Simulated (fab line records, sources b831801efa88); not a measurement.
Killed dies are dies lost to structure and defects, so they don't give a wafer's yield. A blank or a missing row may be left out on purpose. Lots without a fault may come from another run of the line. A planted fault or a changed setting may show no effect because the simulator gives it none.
A struck lot beside a sound one | flow sky130 | 14 steps out of a route of 708
Sound: wafers L180.1, L180.2, L180.5. Struck: wafers L189.3, L189.4, L189.6. The cause comes at the end.
At each step with rows: each side's tool, then ch and its chambers, then its first start. Under that, the readings that differ: sound wafers | struck wafers | difference of the means | sigmas: that difference in standard deviations of wafers without a fault.
alike: readings whose means differ by less than 2 such deviations, and words and numbers that are the same on both sides. not compared: withheld readings, readings that some wafer has no value for, bounds like >300 that may hide the same value, and numbers for which the record gives no deviation and whose values overlap.
The two part at a step that has a row with sigmas, a row that says differs or no value, or rows on one side only. Numbers that don't overlap but have no deviation are shown without sigmas and don't part them. A reading that every wafer of one side lacks parts them only if that side has two wafers or more.

first, 6 steps without rows for these wafers: SKY_METAL3_COAT_07 (resist thk 60 nm); SKY_METAL3_COAT_08 (resist thk 1140 nm); SKY_METAL3_SOFTBAKE_09 (time 90 s); SKY_METAL3_EXPOSE_10 (exposes mask MM3, target cd 300 nm); SKY_METAL3_PEB_11; SKY_METAL3_DEVELOP_12 (develop time 60 s).
SKY_METAL3_CD_MEAS_13: target cd 300 nm.
  sound on cd_sem-02, day 41 17:24; struck on cd_sem-01, day 43 18:17
  alike: cd_nm
SKY_METAL3_OVL_MEAS_14:
  sound on overlay-01, day 41 17:31; struck on overlay-01, day 43 18:23
  alike: METAL3_OVL
SKY_METAL3_DESCUM_15: chemistry O2, time 8 s.
  sound on rie_metal-03 ch 0,1, day 41 17:34; struck on rie_metal-02 ch 0,1, day 43 18:25
  alike: drypump_motor_current_A, oes_product_au, rf_fwd_power_W, temp_c
  not compared: rf_hours_counter_h
SKY_METAL3_ETCH_16: etches BARC in N2/H2, stops on SiO2, time 88.2 s, target depth 60 nm.
  sound on rie_metal-03 ch 0,1, day 41 17:35; struck on rie_metal-02 ch 0,1, day 43 18:28
  alike: drypump_motor_current_A, h2_flow_sccm, oes_product_au, rf_fwd_power_W, throttle_valve_pct
  not compared: rf_hours_counter_h
SKY_METAL3_ETCH_17: etches SiO2 in C4F8/O2/Ar, stops on TiN, time 3.9 s, target depth 15 nm.
  sound on rie_diel-01 ch 0,1,2, day 41 17:41; struck on rie_diel-02 ch 1,3, day 43 18:32
  alike: oes_product_au, rf_fwd_power_W
  not compared: rf_hours_counter_h
SKY_METAL3_METAL_ETCH_18: etches the open film in Cl2/BCl3, stops on SiO2, target depth 845 nm, time 183.1 s.
  sound on rie_metal-02 ch 0,1, day 41 17:43; struck on rie_metal-03 ch 0, day 43 18:41
  alike: drypump_motor_current_A, oes_product_au, rf_fwd_power_W, throttle_valve_pct
  not compared: rf_hours_counter_h
SKY_METAL3_STRIP_19: strips in O2/N2.
  sound on plasma_asher-04 ch 0,1, day 41 17:53; struck on plasma_asher-01 ch 0,1, day 43 18:57
  no value came back on the struck wafers for chamber_pressure_mTorr (mTorr), drypump_motor_current_A (A), oes_product_au (a.u.), strip_time_to_endpoint_s (s); on the sound wafers chamber_pressure_mTorr (mTorr) reads 1502.3 1500.3 1500.9
  reading                                       | sound | struck          | difference | sigmas
  model.KrF-thick_of_METAL3_COAT_08.thk_nm (nm) | 0 0 0 | 529.6 528.9 533 | +530.5     |
  not compared: rf_hours_counter_h
then, 1 step without rows for these wafers: SKY_METAL3_STRIP_20 (strips in post etch residue remover, time 1200 s).

WHERE THEY PART
Only at SKY_METAL3_STRIP_19, within this record.

WHY: what the simulator had put in
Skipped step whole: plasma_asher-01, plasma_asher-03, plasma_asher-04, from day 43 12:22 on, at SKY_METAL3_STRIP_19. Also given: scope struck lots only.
